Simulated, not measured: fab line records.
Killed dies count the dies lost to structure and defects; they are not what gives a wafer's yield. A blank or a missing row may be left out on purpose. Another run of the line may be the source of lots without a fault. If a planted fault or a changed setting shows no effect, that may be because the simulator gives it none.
Struck lot and sound lot, side by side :: flow sky130 :: 15 steps out of a route of 708
Sound: these wafers, L679.2, L679.4, L679.5. Wafers struck: L690.2, L690.3, L690.6. At the end, the cause is stated.
At each step with rows: each side's tool, then ch and its chambers, then its first start. Under that, the readings that differ: sound wafers :: struck wafers :: difference of the means :: sigmas: that difference in standard deviations of wafers without a fault.
alike: readings with means less than 2 such deviations apart, plus words and numbers identical on both sides. not compared: withheld readings, readings lacking a value on some wafer, bounds such as >300 that could conceal the same value, and numbers that have no deviation in the record and whose values overlap.
Wherever a step has rows on one side only, a row that says differs or no value, or a row with sigmas, the two part there. Numbers that don't overlap but have no deviation are shown without sigmas and don't part them. A reading that every wafer of one side lacks parts them only if that side has two wafers or more.

first, 7 steps without rows for these wafers: SKY_CONTACT_HMDS_07 (prime time 60 s); SKY_CONTACT_COAT_08 (resist thk 60 nm); SKY_CONTACT_COAT_09 (resist thk 450 nm); SKY_CONTACT_SOFTBAKE_10 (time 90 s); SKY_CONTACT_EXPOSE_11 (exposes mask CTM1, target cd 170 nm); SKY_CONTACT_PEB_12; SKY_CONTACT_DEVELOP_13 (develop time 60 s).
SKY_CONTACT_CD_MEAS_14: the cd target is 170 nm.
  sound: cd_sem-01 at day 33 02:55; struck: cd_sem-01 at day 36 15:44
reading: cd_nm (nm)
sound: 167.1 168.7 167.0
struck: 171.7 171.7 172.7
difference: +4.4
sigmas: +3
SKY_CONTACT_OVL_MEAS_15:
  sound: overlay-02 at day 33 03:02; struck: overlay-02 at day 36 15:50
  alike: CONTACT_OVL
SKY_CONTACT_ETCH_16: etches BARC in N2/H2, stops on SiO2, time 45.9 s, target depth 60 nm.
  sound on rie_diel-04 ch 1,2,3, day 33 03:04; struck on rie_diel-03 ch 1,2,3, day 36 15:52
  alike: bias_w, drypump_motor_current_A, h2_flow_sccm, oes_product_au, rf_fwd_power_W, throttle_valve_pct
  not compared: rf_hours_counter_h
SKY_CONTACT_ETCH_17: etches SiO2 in C4F8/O2/Ar, stops on Si3N4, target depth 340 nm.
  sound on rie_diel-04 ch 1,2,3, day 33 03:06; struck on rie_diel-03 ch 1,2,3, day 36 15:55
  alike: bias_w, oes_product_au, rf_fwd_power_W
SKY_CONTACT_ETCH_18: etches Si3N4 in CHF3/O2, stops on TiN, time 39 s, target depth 75 nm.
  sound on rie_diel-04 ch 1,2,3; struck on rie_diel-03 ch 1,2,3
  alike: bias_w, drypump_motor_current_A, oes_product_au, rf_fwd_power_W, throttle_valve_pct
  not compared: rf_hours_counter_h
SKY_CONTACT_STRIP_19: strips in O2/N2.
  sound on plasma_asher-02 ch 0,1, day 33 03:11; struck on plasma_asher-02 ch 0,1, day 36 16:00
  no value came back on the struck wafers for any of 5 readings (chamber_pressure_mTorr (mTorr), drypump_motor_current_A (A) and others); on the sound wafers chamber_pressure_mTorr (mTorr) reads 1500.4 1500.9 1500.5
reading: model.KrF-thick_of_CONTACT_COAT_09.thk_nm (nm)
sound: 0 0 0
struck: 245.4 247.3 246
difference: +246.2
sigmas: 
  not compared: rf_hours_counter_h
then, 1 step without rows for these wafers: SKY_CONTACT_STRIP_20 (strips in post etch residue remover, time 1200 s).
-- the record jumps here: 13 days lie between the struck wafers' starts before and after (it left off in module CONTACT and takes up again in module PAD_OPEN, whose first step shown is number 708 of the route) --
SKY_PAD_OPEN_PROBE_99:
  sound: prober-01 at day 46 21:26; struck: prober-02 at day 49 13:31
reading: hold
sound: - - -
struck: await_dispo/6.9h/scrap await_dispo/6.9h/scrap await_dispo/6.9h/scrap
difference: no value on the sound wafers
sigmas: 

reading: killed_at_contacts
sound: 36 30 25
struck: 437 426 418
difference: +397
sigmas: +78

reading: killed_dies
sound: 102 89 80
struck: 492 492 492
difference: +402
sigmas: +42

reading: killed_on_rim
sound: 21 16 18
struck: 96 96 96
difference: +78
sigmas: +21
  alike: killed_at_M0_to_M3, killed_at_M4_up, killed_at_front_end, killed_at_other, killed_open, killed_short

== WHERE THEY PART ==
First at SKY_CONTACT_CD_MEAS_14; last, within this record, at SKY_PAD_OPEN_PROBE_99.

WHY: what the simulator had put in
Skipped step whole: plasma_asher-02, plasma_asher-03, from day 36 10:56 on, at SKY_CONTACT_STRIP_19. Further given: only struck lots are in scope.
